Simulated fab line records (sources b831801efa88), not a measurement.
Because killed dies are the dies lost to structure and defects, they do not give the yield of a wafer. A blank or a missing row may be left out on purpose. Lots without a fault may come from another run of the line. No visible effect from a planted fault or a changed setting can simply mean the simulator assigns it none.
fab line records	flow sky130
record: lots: 7	wafers: 20	last-day: 50
route steps=708 shown METAL3@534 CAPM@537 PAD_OPEN@708
lots that met no fault: taken from a fault-free run of the same line
start-h: start of the lot's first displayed wafer, in hours after the record's first day	wait-h: hours elapsed since this lot's preceding step	" unchanged from the row above	L1.1+2: a row that stands for several wafers	- either no value or no given start	* or withheld: withheld	< > ~ a bound
route shown NAME@n: names a module that has steps shown in the file, with the first one's number in the route	usual: mean/standard deviation of fault-free wafers	same: alike in all rows	chamber/n: place in a boat	sites: the reading at each site	_std_site: standard deviation of those values	_edge_site: the outer-site mean with the inner-site mean subtracted	radius-mm: for every site, how far away it sits from the centre of the wafer	mask NAME#n: copy n	behind: tool/chamber where the wafer was last shaped	hold: why the lot was held/for how many hours/how that ended	device: which transistor (n, p or np) failed to switch	end of line: at the end of the route, the tests of the same wafers	step lacking rows: just its recipe	killed: at the first sort, the dies lost to defects and structure; wafer yield is something else	map: a wafer's dies, x killed, . not, _ none there
set.NAME: the setting as run; set.NAME@STEP: as run at that earlier step	model.NAME: the simulator's own value behind a step, which no gauge read
lots at selected steps of the route; one table per step, one row per wafer
services: from which hour (start-h, from the record's first day; less than 0 if before it) a tool's chamber was out of use, for how many hours, and why
== steps ==
step: SKY_METAL3_SPUTTER_02
recipe: material: AlCu	target-thk-nm: 735	power-w: 10600	time-s: 39.1	chamber-pressure-pa: 0.4
usual: throttle-valve-pct: 29.7/0.95
lot.wafer	tool	chamber	start-h	wait-h	throttle-valve-pct
L939.3	pvd-sputter-02	-	870.45	0.0	28.6
L939.4	"	-	"	"	30.2
L939.5	"	-	"	"	30.1
L945.2	pvd-sputter-02	-	912.20	0.0	29.1
L945.4	"	-	"	"	30.3
L945.6	"	-	"	"	30.2
L949.3	pvd-sputter-04	-	933.42	0.0	29.6
L949.4	"	-	"	"	28.2
L949.6	"	-	"	"	30.1
L948.2	pvd-sputter-04	-	934.15	0.0	30.0
L948.3	"	-	"	"	29.7
L948.6	"	-	"	"	30.0
L950.1	pvd-sputter-02	-	946.75	0.0	30.2
L950.4	"	-	"	"	30.0
L950.5	"	-	"	"	30.0
L951.3	pvd-sputter-01	-	947.95	0.0	30.4
L951.5	"	-	"	"	30.1
L958.1	pvd-sputter-02	-	1007.44	0.0	29.4
L958.3	"	-	"	"	30.3
L958.4	"	-	"	"	30.2
step: SKY_METAL3_SPUTTER_03
recipe: material: Ti	target-thk-nm: 5	power-w: 3000	time-s: 3.3	chamber-pressure-pa: 0.4
usual: throttle-valve-pct: 29.8/0.97
lot.wafer	tool	chamber	start-h	wait-h	throttle-valve-pct
L939.3	pvd-sputter-02	-	870.48	0.0	28.7
L939.4	"	-	"	"	30.0
L939.5	"	-	"	"	30.3
L945.2	pvd-sputter-02	-	912.23	0.0	29.5
L945.4	"	-	"	"	30.1
L945.6	"	-	"	"	30.0
L949.3	pvd-sputter-04	-	933.45	0.0	29.6
L949.4	"	-	"	"	28.2
L949.6	"	-	"	"	30.5
L948.2	pvd-sputter-04	-	934.18	0.0	30.0
L948.3	"	-	"	"	29.7
L948.6	"	-	"	"	30.7
L950.1	pvd-sputter-02	-	946.79	0.0	29.9
L950.4	"	-	"	"	30.2
L950.5	"	-	"	"	30.2
L951.3	pvd-sputter-01	-	947.99	0.0	30.6
L951.5	"	-	"	"	29.7
L958.1	pvd-sputter-02	-	1007.48	0.0	29.2
L958.3	"	-	"	"	30.3
L958.4	"	-	"	"	30.2
step: SKY_METAL3_SPUTTER_04
recipe: material: TiN	target-thk-nm: 70	power-w: 6500	time-s: 58.3	chamber-pressure-pa: 0.4
usual: throttle-valve-pct: 29.8/0.97
lot.wafer	tool	chamber	start-h	wait-h	throttle-valve-pct
L939.3	pvd-sputter-02	-	870.50	0.0	28.9
L939.4	"	-	"	"	30.4
L939.5	"	-	"	"	30.2
L945.2	pvd-sputter-02	-	912.25	0.0	29.3
L945.4	"	-	"	"	30.3
L945.6	"	-	"	"	30.2
L949.3	pvd-sputter-04	-	933.47	0.0	29.8
L949.4	"	-	"	"	28.1
L949.6	"	-	"	"	30.4
L948.2	pvd-sputter-04	-	934.20	0.0	30.3
L948.3	"	-	"	"	29.4
L948.6	"	-	"	"	30.6
L950.1	pvd-sputter-02	-	946.81	0.0	30.2
L950.4	"	-	"	"	29.9
L950.5	"	-	"	"	30.2
L951.3	pvd-sputter-01	-	948.01	0.0	30.4
L951.5	"	-	"	"	29.6
L958.1	pvd-sputter-02	-	1007.50	0.0	29.3
L958.3	"	-	"	"	30.2
L958.4	"	-	"	"	30.4
step: SKY_CAPM_CVD_00
recipe: material: SiO2	target-thk-nm: 15.5	temp-c: 400	time-s: withheld	rf-w: 450
usual: heater-power-w: 750/73	rf-fwd-power-W: 440.9/2.9
lot.wafer	tool	chamber	start-h	wait-h	heater-power-w	rf-fwd-power-W
L939.3	pecvd-04	2	870.55	0.0	717	442.3
L939.4	"	0	"	"	758	438.7
L939.5	"	1	"	"	842	437.0
L945.2	pecvd-01	1	912.30	0.0	816	445.1
L945.4	"	2	"	"	812	438.0
L945.6	"	1	"	"	810	445.8
L949.3	pecvd-04	0	933.52	0.0	731	440.1
L949.4	"	1	"	"	876	439.5
L949.6	"	0	"	"	750	439.3
L948.2	pecvd-02	2	934.25	0.0	747	444.0
L948.3	"	2	"	"	750	444.2
L948.6	"	2	"	"	760	443.6
L950.1	pecvd-02	1	946.86	0.0	777	439.4
L950.4	"	0	"	"	689	438.7
L950.5	"	1	"	"	759	436.5
L951.3	pecvd-04	0	948.06	0.0	719	440.1
L951.5	"	0	"	"	724	438.6
L958.1	pecvd-02	2	1007.55	0.0	749	445.8
L958.3	"	0	"	"	664	438.9
L958.4	"	1	"	"	811	440.1
step: SKY_CAPM_THK_MEAS_01
recipe: reads: SiO2_of_CAPM_CVD_00
usual: CAPM_CVD_00_THK: 15.45/0.18
lot.wafer	tool	chamber	start-h	wait-h	CAPM_CVD_00_THK[nm]
L939.3	film-metro-04	-	870.59	-	15.10
L939.4	"	-	"	"	15.51
L939.5	"	-	"	"	15.89
L945.2	film-metro-02	-	912.33	-	15.30
L945.4	"	-	"	"	15.70
L945.6	"	-	"	"	15.46
L949.3	film-metro-04	-	933.56	-	15.33
L949.4	"	-	"	"	15.42
L949.6	"	-	"	"	15.44
L948.2	film-metro-02	-	934.29	-	15.03
L948.3	"	-	"	"	15.23
L948.6	"	-	"	"	15.33
L950.1	film-metro-02	-	946.88	-	15.13
L950.4	"	-	"	"	15.70
L950.5	"	-	"	"	15.43
L951.3	film-metro-04	-	948.10	-	15.31
L951.5	"	-	"	"	15.66
L958.1	film-metro-04	-	1007.57	-	15.43
L958.3	"	-	"	"	15.41
L958.4	"	-	"	"	15.64
step: SKY_CAPM_SPUTTER_02
recipe: material: TiN	target-thk-nm: 200	temp-c: 300	power-w: 6500	time-s: 166.7	chamber-pressure-pa: 0.4
usual: throttle-valve-pct: 30.0/1.2
lot.wafer	tool	chamber	start-h	wait-h	throttle-valve-pct
L939.3	pvd-sputter-03	-	870.63	0.0	31.7
L939.4	"	-	"	"	28.6
L939.5	"	-	"	"	28.6
L945.2	pvd-sputter-03	-	912.38	0.0	29.9
L945.4	"	-	"	"	29.0
L945.6	"	-	"	"	31.6
L949.3	pvd-sputter-01	-	933.60	0.0	27.8
L949.4	"	-	"	"	29.9
L949.6	"	-	"	"	30.0
L948.2	pvd-sputter-03	-	934.34	0.0	28.6
L948.3	"	-	"	"	30.0
L948.6	"	-	"	"	28.8
L950.1	pvd-sputter-03	-	946.94	0.1	30.5
L950.4	"	-	"	"	31.5
L950.5	"	-	"	"	30.4
L951.3	pvd-sputter-03	-	948.14	0.0	30.5
L951.5	"	-	"	"	28.7
L958.1	pvd-sputter-04	-	1007.63	0.1	29.6
L958.3	"	-	"	"	30.4
L958.4	"	-	"	"	31.6
step: SKY_CAPM_RS_MEAS_03
recipe: thk-meas-gauge: four-point-probe	reads: TiN_of_CAPM_SPUTTER_02
usual: CAPM_TIN_RS: 6.93/0.06
lot.wafer	tool	chamber	start-h	wait-h	CAPM_TIN_RS[ohm/sq]
L939.3	film-metro-03	-	870.78	0.1	6.91
L939.4	"	-	"	"	6.85
L939.5	"	-	"	"	6.92
L945.2	film-metro-03	-	912.51	0.1	6.95
L945.4	"	-	"	"	6.93
L945.6	"	-	"	"	6.89
L949.3	film-metro-02	-	933.75	0.1	6.90
L949.4	"	-	"	"	6.92
L949.6	"	-	"	"	6.91
L948.2	film-metro-03	-	934.47	0.1	7.01
L948.3	"	-	"	"	7.04
L948.6	"	-	"	"	7.04
L950.1	film-metro-03	-	947.05	0.1	6.94
L950.4	"	-	"	"	6.87
L950.5	"	-	"	"	6.94
L951.3	film-metro-04	-	948.29	0.1	7.05
L951.5	"	-	"	"	6.87
L958.1	film-metro-02	-	1007.74	0.1	6.90
L958.3	"	-	"	"	6.91
L958.4	"	-	"	"	6.87
step: SKY_CAPM_THK_MEAS_04
recipe: thk-meas-gauge: xrf	reads: TiN_of_CAPM_SPUTTER_02
usual: CAPM_TIN_THK: 199.5/1.7
lot.wafer	tool	chamber	start-h	wait-h	CAPM_TIN_THK[nm]
L939.3	film-metro-03	-	870.88	0.1	199.6
L939.4	"	-	"	"	200.9
L939.5	"	-	"	"	199.7
L945.2	film-metro-03	-	912.62	0.1	198.5
L945.4	"	-	"	"	199.5
L945.6	"	-	"	"	199.2
L949.3	film-metro-02	-	933.85	0.1	200.0
L949.4	"	-	"	"	199.9
L949.6	"	-	"	"	201.0
L948.2	film-metro-03	-	934.58	0.1	196.6
L948.3	"	-	"	"	195.0
L948.6	"	-	"	"	195.7
L950.1	film-metro-03	-	947.17	0.1	198.6
L950.4	"	-	"	"	200.1
L950.5	"	-	"	"	197.9
L951.3	film-metro-04	-	948.39	0.1	197.7
L951.5	"	-	"	"	201.9
L958.1	film-metro-02	-	1007.86	0.1	199.2
L958.3	"	-	"	"	200.5
L958.4	"	-	"	"	200.6
step: SKY_CAPM_DEHYDRATE_05
recipe: temp-c: 200	time-s: 60
step: SKY_CAPM_HMDS_06
recipe: prime-time-s: 60	prime-temp-c: 120
step: SKY_CAPM_COAT_07
recipe: resist: NOVOLAK	spin-rpm: 3000	resist-thk-nm: 1140
step: SKY_CAPM_SOFTBAKE_08
recipe: temp-c: 90	time-s: 60	resist: NOVOLAK
step: SKY_CAPM_EXPOSE_09
recipe: mask-id: CAPM	na: 0.6	source-shape: conventional	sigma-outer: 0.6	polarization: unpolarized	target-cd-nm: 1000	dose-mj: 159
same: na: 0.6
lot.wafer	tool	chamber	start-h	wait-h	mask
L939.3+4+5	iline-stepper-02	0	882.91	-	CAPM#0
L945.2+4+6	iline-stepper-01	0	925.73	-	CAPM#0
L949.3+4+6	iline-stepper-01	0	946.60	-	CAPM#0
L948.2+3+6	iline-stepper-01	0	947.48	-	CAPM#0
L950.1+4+5	iline-stepper-02	0	958.68	-	CAPM#0
L951.3+5	iline-stepper-01	0	960.40	-	CAPM#0
L958.1+3+4	iline-stepper-02	0	1020.27	-	CAPM#0
step: SKY_CAPM_PEB_10
recipe: temp-c: withheld	time-s: *	resist: NOVOLAK
step: SKY_CAPM_DEVELOP_11
recipe: resist: NOVOLAK	developer: TMAH	develop-time-s: 60	dev-temp-c: 23
step: SKY_CAPM_OVL_MEAS_12
usual: CAPM_OVL: -0.6/1.4
lot.wafer	tool	chamber	start-h	wait-h	CAPM_OVL[nm]
L939.3	overlay-02	-	896.25	0.1	-0.1
L939.4	"	-	"	"	-1.6
L939.5	"	-	"	"	-1.2
L945.2	overlay-02	-	937.24	0.1	-0.6
L945.4	"	-	"	"	-0.4
L945.6	"	-	"	"	0.7
L949.3	overlay-01	-	957.37	0.1	-3.7
L949.4	"	-	"	"	-0.2
L949.6	"	-	"	"	2.0
L948.2	overlay-02	-	958.86	0.1	-0.3
L948.3	"	-	"	"	1.5
L948.6	"	-	"	"	0.2
L950.1	overlay-02	-	970.82	0.1	-1.7
L950.4	"	-	"	"	-1.1
L950.5	"	-	"	"	-1.4
L951.3	overlay-01	-	973.15	0.1	0.2
L951.5	"	-	"	"	-0.6
L958.1	overlay-01	-	1030.71	0.1	-1.5
L958.3	"	-	"	"	-2.8
L958.4	"	-	"	"	-1.1
step: SKY_CAPM_METAL_ETCH_13
recipe: target-depth-nm: 220	stop-on: SiO2	chemistry: Cl2/BCl3	target: TiN	pressure-mtorr: 10	icp-w: 900	bias-w: 48.5	Cl2_flow_sccm: 60	bcl3-flow-sccm: 30	time-s: 62.9
usual: drypump-motor-current-A: 5.8/0.54	oes-product-au: 0.941/0.0071	rf-fwd-power-W: 892/3.1	throttle-valve-pct: 21.902/0.0097
lot.wafer	tool	chamber	start-h	wait-h	drypump-motor-current-A	oes-product-au	rf-fwd-power-W	rf-hours-counter-h	throttle-valve-pct	model.CAPM.cd-nm
L939.3	rie-metal-04	0	896.30	0.0	6.1	0.943	895	-	21.900	995
L939.4	"	1	"	"	6.3	0.951	892	-	21.905	995.3
L939.5	"	1	"	"	6.3	0.936	892	-	21.899	996
L945.2	rie-metal-03	1	937.27	0.0	5.1	0.939	892	7	21.884	1000
L945.4	"	1	"	"	5.1	0.932	886	-	21.901	1000
L945.6	"	1	"	"	5.1	0.948	890	-	21.912	1001
L949.3	rie-metal-03	1	957.42	0.0	5.1	0.949	894	-	21.903	914
L949.4	"	0	"	"	5.0	0.940	889	-	21.898	911.7
L949.6	"	0	"	"	5.0	0.947	892	-	21.898	996.2
L948.2	rie-metal-02	0	958.89	0.0	5.9	0.934	893	19	21.918	999.3
L948.3	"	0	"	"	5.9	0.925	890	-	21.913	920.4
L948.6	"	1	"	"	6.3	0.933	893	-	21.919	998.4
L950.1	rie-metal-04	1	970.86	0.0	6.3	0.940	896	8	21.904	1003
L950.4	"	1	"	"	6.3	0.936	896	-	21.906	1002
L950.5	"	0	"	"	6.1	0.944	900	-	21.883	1003
L951.3	rie-metal-02	1	973.22	0.1	6.3	0.931	889	-	21.885	924
L951.5	"	1	"	"	6.3	0.945	890	-	21.916	998.9
L958.1	rie-metal-03	1	1030.74	0.0	5.1	0.943	887	12	21.898	1002
L958.3	"	0	"	"	4.9	0.944	894	-	21.893	1001
L958.4	"	1	"	"	5.1	0.953	885	-	21.874	1001
step: SKY_CAPM_STRIP_14
recipe: chemistry: O2/N2	power-w: 1400	pressure-mtorr: 1500	platen-temp-c: withheld	o2-flow-sccm: 3000	n2-flow-sccm: 300	overash-fraction: 0.5
step: SKY_PAD_OPEN_PROBE_99
usual: defect-limited-yield: 82.4/1.8	killed_at_M0_to_M3: 45/6.8	killed_at_M4_up: 3.2/1.6	killed-at-contacts: 24/5.1	killed-at-front-end: 14/4.4	killed-at-other: 0.4/0.65	killed-dies: 87/8.8	killed-open: 47/7.2	killed-short: 39/6.1	sort_bin_3_pad_short: 0.9/0.38	sort_bin_5_function: 10.4/1.5	sort_bin_6_memory: 6.4/1.1	sort-n-pass: 405/8.8	sort-yield-pct: 82.4/1.8
same: gross-dies: 492	killed-at-back-side: 0	sort_bin_4_leakage[%]: 0	sort_bin_8_speed[%]: 0
lot.wafer	tool	chamber	start-h	wait-h	defect-limited-yield[%]	killed_at_M0_to_M3	killed_at_M4_up	killed-at-contacts	killed-at-front-end	killed-at-other	killed-dies	killed-open	killed-short	sort_bin_3_pad_short[%]	sort_bin_5_function[%]	sort_bin_6_memory[%]	sort-n-pass	sort-yield-pct[%]
L939.3	prober-02	-	1092.99	0.2	81.1	42	4	20	27	0	93	42	48	0.4	11.4	7.1	399	81.1
L939.4	prober-02	-	1093.04	0.2	79.7	42	3	35	19	1	100	53	47	0.6	12.8	6.9	392	79.7
L939.5	prober-02	-	1093.09	0.2	81.9	43	6	20	19	1	89	43	45	1.0	11.2	5.9	403	81.9
L945.2	prober-02	-	1123.79	0.1	82.1	44	4	25	14	1	88	47	41	0.2	11.0	6.7	404	82.1
L945.4	prober-02	-	1123.89	0.2	85.6	31	4	22	14	0	71	30	41	1.0	7.9	5.5	421	85.6
L945.6	prober-02	-	1123.99	0.2	81.5	42	1	31	17	0	91	46	45	0.6	11.6	6.3	401	81.5
L949.3	prober-01	-	1143.51	0.2	81.1	44	3	27	19	0	93	45	47	1.2	10.6	7.1	399	81.1
L949.4	prober-01	-	1143.56	0.2	80.3	51	3	20	20	3	97	55	40	1.2	11.6	6.9	395	80.3
L949.6	prober-01	-	1143.66	0.2	81.9	54	3	24	8	0	89	50	38	0.6	10.8	6.7	403	81.9
L948.2	prober-02	-	1144.96	0.1	81.5	41	4	31	15	0	91	38	51	1.0	10.8	6.7	401	81.5
L948.3	prober-02	-	1145.01	0.2	81.3	49	3	25	15	0	92	45	45	1.6	10.8	6.3	400	81.3
L948.6	prober-02	-	1145.16	0.2	83.9	42	3	22	12	0	79	44	35	0.4	9.1	6.5	413	83.9
L950.1	prober-01	-	1150.83	0.1	84.6	40	3	22	11	0	76	41	34	0.8	7.7	6.9	416	84.6
L950.4	prober-01	-	1150.98	0.2	82.9	41	4	22	17	0	84	49	35	0.2	8.9	7.9	408	82.9
L950.5	prober-01	-	1151.03	0.2	83.5	37	2	24	18	0	81	45	36	0.6	11.4	4.5	411	83.5
L951.3	prober-02	-	1153.68	0.2	80.9	47	5	21	20	1	94	49	44	1.2	11.6	6.3	398	80.9
L951.5	prober-02	-	1153.78	0.2	80.9	40	1	31	22	0	94	50	44	0.2	11.6	7.3	398	80.9
L958.1	prober-01	-	1197.09	0.1	82.3	51	4	23	9	0	87	39	48	1.0	8.7	7.9	405	82.3
L958.3	prober-01	-	1197.19	0.2	82.5	53	4	19	10	0	86	46	40	0.4	10.4	6.7	406	82.5
L958.4	prober-01	-	1197.24	0.2	79.3	53	5	31	13	0	102	51	51	1.4	11.2	8.1	390	79.3
killed by level:class
L939.3 VIA1:geometric-particle:open=9 POLY_GATE:geometric-particle:short=8 VIA3:geometric-particle:open=8 METAL1:geometric-particle:short=7 POLY_GATE:geometric-particle:open=6 CONTACT:geometric-particle:short=6 LI_CONTACT:geometric-particle:open=6 VIA2:geometric-particle:open=5
L939.4 CONTACT:geometric-particle:open=15 LI_CONTACT:geometric-particle:open=9 VIA3:geometric-particle:short=6 POLY_GATE:geometric-particle:open=5 METAL1:geometric-particle:short=5 VIA1:geometric-particle:short=5 VIA1:geometric-particle:open=5 FIELD_ISO:geometric-particle:open=4
L939.5 VIA1:geometric-particle:open=8 METAL1:geometric-particle:short=7 LI_CONTACT:geometric-particle:open=6 VIA3:geometric-particle:open=6 POLY_GATE:geometric-particle:short=5 POLY_GATE:geometric-particle:open=5 CONTACT:geometric-particle:open=5 VIA2:geometric-particle:open=5
L945.2 CONTACT:geometric-particle:open=9 VIA1:geometric-particle:open=9 VIA3:geometric-particle:open=8 METAL1:geometric-particle:short=6 VIA2:geometric-particle:open=6 FIELD_ISO:geometric-particle:open=5 LI_CONTACT:geometric-particle:open=5 METAL2:geometric-particle:short=5
L945.4 CONTACT:geometric-particle:open=6 VIA1:geometric-particle:open=6 VIA3:geometric-particle:short=6 FIELD_ISO:geometric-particle:short=4 POLY_GATE:geometric-particle:open=4 POLY_GATE:geometric-particle:short=4 LI_CONTACT:geometric-particle:open=4 LOCAL_INTERCONNECT:geometric-particle:short=4
L945.6 CONTACT:geometric-particle:open=13 VIA1:geometric-particle:short=12 LI_CONTACT:geometric-particle:open=6 LOCAL_INTERCONNECT:geometric-particle:short=6 VIA3:geometric-particle:open=5 FIELD_ISO:geometric-particle:open=4 METAL1:geometric-particle:short=4 METAL3:geometric-particle:short=4
L949.3 VIA1:geometric-particle:open=12 CONTACT:geometric-particle:open=10 POLY_GATE:geometric-particle:open=7 CONTACT:geometric-particle:short=6 VIA3:geometric-particle:open=6 POLY_GATE:geometric-particle:short=5 METAL2:geometric-particle:short=5 FIELD_ISO:geometric-particle:short=4
L949.4 VIA1:geometric-particle:open=12 METAL2:geometric-particle:short=9 FIELD_ISO:geometric-particle:open=8 VIA3:geometric-particle:open=8 METAL1:geometric-particle:short=7 LI_CONTACT:geometric-particle:open=6 CONTACT:geometric-particle:open=6 VIA2:geometric-particle:open=6
L949.6 VIA2:geometric-particle:open=14 VIA1:geometric-particle:open=11 VIA1:geometric-particle:short=9 CONTACT:geometric-particle:open=8 LOCAL_INTERCONNECT:geometric-particle:short=7 LI_CONTACT:geometric-particle:open=6 VIA3:geometric-particle:open=5 POLY_GATE:geometric-particle:short=4
L948.2 LI_CONTACT:geometric-particle:open=10 CONTACT:geometric-particle:open=10 METAL1:geometric-particle:short=9 POLY_GATE:geometric-particle:short=6 VIA1:geometric-particle:short=6 LI_CONTACT:geometric-particle:short=5 FIELD_ISO:geometric-particle:short=4 VIA1:geometric-particle:open=4
L948.3 CONTACT:geometric-particle:open=9 VIA3:geometric-particle:open=8 METAL1:geometric-particle:short=7 VIA2:geometric-particle:short=7 CONTACT:geometric-particle:short=6 VIA2:geometric-particle:open=6 LI_CONTACT:geometric-particle:open=5 METAL2:geometric-particle:short=5
L948.6 LI_CONTACT:geometric-particle:open=10 VIA1:geometric-particle:open=8 VIA2:geometric-particle:open=8 CONTACT:geometric-particle:open=6 VIA3:geometric-particle:short=6 VIA3:geometric-particle:open=6 FIELD_ISO:geometric-particle:short=4 CONTACT:geometric-particle:short=4
L950.1 CONTACT:geometric-particle:open=11 VIA1:geometric-particle:open=8 VIA3:geometric-particle:open=6 VIA3:geometric-particle:short=6 LI_CONTACT:geometric-particle:open=5 CONTACT:geometric-particle:short=5 VIA2:geometric-particle:open=5 VIA2:geometric-particle:short=4
L950.4 VIA3:geometric-particle:open=10 LI_CONTACT:geometric-particle:open=8 CONTACT:geometric-particle:open=8 VIA2:geometric-particle:open=6 VIA1:geometric-particle:open=6 FIELD_ISO:geometric-particle:short=5 POLY_GATE:geometric-particle:short=5 VIA1:geometric-particle:short=5
L950.5 VIA1:geometric-particle:open=9 LI_CONTACT:geometric-particle:open=8 VIA3:geometric-particle:open=7 CONTACT:geometric-particle:open=5 CONTACT:geometric-particle:short=5 VIA2:geometric-particle:open=5 VIA3:geometric-particle:short=5 LOCAL_INTERCONNECT:geometric-particle:short=4
L951.3 CONTACT:geometric-particle:open=9 VIA1:geometric-particle:short=8 VIA3:geometric-particle:open=7 LI_CONTACT:geometric-particle:open=6 VIA1:geometric-particle:open=6 METAL2:geometric-particle:short=6 FIELD_ISO:geometric-particle:open=5 POLY_GATE:geometric-particle:short=5
L951.5 VIA1:geometric-particle:open=12 LI_CONTACT:geometric-particle:open=11 CONTACT:geometric-particle:open=11 METAL1:geometric-particle:short=8 POLY_GATE:geometric-particle:short=7 FIELD_ISO:geometric-particle:short=6 VIA3:geometric-particle:open=4 VIA1:geometric-particle:short=4
L958.1 VIA1:geometric-particle:open=12 CONTACT:geometric-particle:open=11 METAL1:geometric-particle:short=10 VIA1:geometric-particle:short=7 METAL2:geometric-particle:short=5 FIELD_ISO:geometric-particle:short=4 LI_CONTACT:geometric-particle:open=4 LOCAL_INTERCONNECT:geometric-particle:short=4
L958.3 VIA1:geometric-particle:open=13 VIA1:geometric-particle:short=8 METAL2:geometric-particle:short=8 METAL1:geometric-particle:short=7 VIA3:geometric-particle:open=7 LI_CONTACT:geometric-particle:open=6 CONTACT:geometric-particle:open=6 POLY_GATE:geometric-particle:open=4
L958.4 CONTACT:geometric-particle:open=14 VIA1:geometric-particle:open=10 METAL2:geometric-particle:short=8 METAL1:geometric-particle:short=7 LI_CONTACT:geometric-particle:open=6 METAL4:geometric-particle:short=5 VIA3:geometric-particle:short=5 VIA3:geometric-particle:open=5
== services ==
tool	chamber	start-h	hours	kind
iline-stepper-01	-	850.35	4.4	pm
iline-stepper-02	-	852.04	4.7	repair
rie-metal-03	-	856.31	2.8	pm
iline-stepper-01	-	856.85	1.7	pm
iline-stepper-02	-	858.51	1.7	pm
pecvd-04	-	859.63	3.2	repair
pecvd-04	1	899.29	3.6	repair
pvd-sputter-01	-	912.02	5.0	repair
rie-metal-04	-	913.56	0.7	repair
pecvd-02	1	919.65	4.8	repair
iline-stepper-02	0	926.65	-	calibration
pecvd-01	1	927.24	3.8	repair
pecvd-02	1	933.60	5.5	scheduled-down
pvd-sputter-04	-	942.86	2.5	repair
iline-stepper-01	0	947.04	-	calibration
pecvd-01	-	956.49	1.1	repair
rie-metal-02	-	956.76	1.4	pm
pvd-sputter-01	-	962.70	3.1	repair
rie-metal-02	0	969.84	10.9	repair
pecvd-04	1	999.38	-	clean
pecvd-04	1	999.38	-	consumable-replace:showerhead
pecvd-04	1	999.38	29.0	scheduled-down
pecvd-04	1	999.38	29.0	vent-cycle
pecvd-01	2	1022.87	8.4	repair
== key ==
first-sign none at tools or gauges
model-effect: step: SKY_CAPM_METAL_ETCH_13	value: CAPM.cd-nm	without: 998.7	struck: 917.5
met-at SKY_CAPM_EXPOSE_09
struck-wafers L948.3,L949.3,L949.4,L951.3
onset-between 925.73 946.60
fault: kind: process-parameter-drift	tool: iline-stepper-01	chamber: -	onset-h: 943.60	steps: SKY_CAPM_EXPOSE_09	channel: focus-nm	offset: 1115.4	shape: step	end-h: 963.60	scope: struck-wafers-only
